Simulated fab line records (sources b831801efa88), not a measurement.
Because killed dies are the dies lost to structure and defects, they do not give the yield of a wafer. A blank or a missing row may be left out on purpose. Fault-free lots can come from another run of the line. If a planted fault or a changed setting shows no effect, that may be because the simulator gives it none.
Chamber matching | flow gf180mcu | GF_PASSIVATION_CVD_00 on pecvd-01 has 3 sister chambers
The step deposits SiO2 from TEOS, target thk 1000 nm, time 111.95 s. 6 wafers are shown with their chamber, then 8 later ones without.

== WAFERS PAIRED WITH THEIR CHAMBERS ==
wafer  | chamber | heater_power_w (W)
L077.5 | 2       | 642
L081.4 | 1       | 601
L083.1 | 0       | 649
L083.3 | 2       | 711
L083.4 | 0       | 679
L090.1 | 1       | 677

== WAFERS WHOSE CHAMBER IS MISSING ==
wafer  | heater_power_w (W)
L090.2 | 584
L090.5 | 716
L092.1 | 629
L092.2 | 638
L092.4 | 684
L094.1 | 642
L094.5 | 686
L094.6 | 719

== EACH ONE'S CHAMBER ==
wafer  | from the rows above          | in truth
L090.2 | can't be placed: 1 or 0 or 2 | 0
L090.5 | can't be placed: 2 or 0 or 1 | 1
L092.1 | can't be placed: 1 or 0 or 2 | 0
L092.2 | can't be placed: 1 or 0 or 2 | 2
L092.4 | can't be placed: 2 or 0 or 1 | 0
L094.1 | can't be placed: 1 or 0 or 2 | 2
L094.5 | can't be placed: 2 or 0 or 1 | 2
L094.6 | can't be placed: 2 or 0 or 1 | 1
Correctly placed: 0 of 8. Can't be placed from these rows: 8 (the true chamber is among the candidates in 8). 0 placed wrongly.
How it was worked out, from the rows above alone: a wafer's distance from a chamber is the root of the sum, over the readings, of the square of ((its reading less the chamber's mean) divided by the reading's scatter). If the next closest chamber is less than 2 further off than the closest, the wafer can't be placed; otherwise it belongs to the closest. Each chamber's mean is taken over the wafers shown for it. How the scatter is found: for the shown wafers, subtract from each reading the mean of its chamber, square and add these, divide the total by (wafers less chambers), then take the root.
